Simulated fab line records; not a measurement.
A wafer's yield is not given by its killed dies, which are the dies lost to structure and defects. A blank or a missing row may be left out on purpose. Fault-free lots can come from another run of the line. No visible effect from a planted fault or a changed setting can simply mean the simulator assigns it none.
8D (eight disciplines) problem report, filled in by code    flow sky130    the parts of the form that need people (team, actions taken, sign-off) are left out

1. THE ISSUE
Across 6 wafers from 2 lots, LI_CONTACT_W_RS at SKY_LI_CONTACT_RS_MEAS_22 averages 0.331 ohm/sq, while fault-free wafers read 0.286 ohm/sq with a standard deviation of 0.0039. That puts it +12 standard deviations away from the usual mean.
The step: measures by four-point-probe.
The first sign was on wafer L476.1 at day 35 01:29, on filmMetro-01. At this step, 36 wafers from 12 lots have a number in the record. The rule behind "out" and "out of limits": a value lying over 4 standard deviations away from the usual mean. The other wafers with a number count as sound.

2. WHAT IT IS, AND WHAT IT ISN'T
question                     is                      is not
which readings at this step  LI_CONTACT_W_RS         -
which lots                   L476, L477              L462, L463, L465, L468, L469, L470, L472, L473, L474, L482
which wafers of those lots   all that have a number  -
read on which gauges         filmMetro-01            filmMetro-02, filmMetro-04
when                         from day 35 01:29       up to then (27 sound wafers); but 3 sound wafers of L482 came after

3. WHAT RULES OUT EACH SUSPECT
Counting: any tool at a process step up to the reading is kept as a suspect provided that every lot that is out went through it and no sound lot did after the first of them.
- ruled out: the gauge at SKY_LI_CONTACT_RS_MEAS_22. All the wafers that are out were read on filmMetro-01, but those of them that SKY_LI_CONTACT_CVD_21 has rows for are out there too, on other tools.
- cvdW-01 at SKY_LI_CONTACT_CVD_21 (deposits W, target thk 400 nm, time 120.56 s): kept. It processed each lot that is out, first L476 at day 35 01:21, and no sound lot thereafter; up to then, the last sound lot it processed was L474 at day 34 08:23. Its own readings are out on those wafers: susceptorTempC.
After counting, what remains is cvdW-01 at SKY_LI_CONTACT_CVD_21.

4. THE CAUSE (what the simulator had put in)
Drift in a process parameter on cvdW-01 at SKY_LI_CONTACT_CVD_21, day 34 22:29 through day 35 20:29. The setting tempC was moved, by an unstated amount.
This tool alone remained once counting was done.

5. SEQUENCE OF EFFECTS, ordered by route
Rows list readings where the struck wafers' mean (over those with a number) sits beyond 3 standard deviations from the usual. Readings are gone through only where the record gives a usual standard deviation; hours: the median, over the lots, of the time from a lot's start at the first step in this table giving one to that lot's start at this step; sigmas: the change measured in usual standard deviations.
hours  step                        reading           usual         on struck wafers  change  sigmas
0      SKY_LI_CONTACT_CVD_21       susceptorTempC    400.04 C      391.77            -8.27   -36
0      SKY_LI_CONTACT_RS_MEAS_22   LI_CONTACT_W_RS   0.286 ohm/sq  0.331             +0.045  +12
0      SKY_LI_CONTACT_THK_MEAS_23  LI_CONTACT_W_THK  392 nm        335               -57     -9.7
Its process steps:
- SKY_LI_CONTACT_CVD_21: deposits W, target thk 400 nm, time 120.56 s.
Later steps that measure or inspect, where all struck wafers having a row at the step show a number for every such reading and not one has moved that far: SKY_LOCAL_INTERCONNECT_CD_MEAS_11.

6. WHAT WOULD HAVE CAUGHT IT SOONER
Counted from the fault's start at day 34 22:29, it took 3 hours until the first out-of-limits reading at a measuring or inspecting step in this record, taken at day 35 01:29.
The tool's own readings at SKY_LI_CONTACT_CVD_21 were out on every struck wafer that the step has a row for (susceptorTempC): an alarm limit on them would have fired on the first of those.
Of the lots that are out (2), L477 began SKY_LI_CONTACT_CVD_21 on cvdW-01 after day 35 01:29. Putting the tool on hold at that point would have spared it.
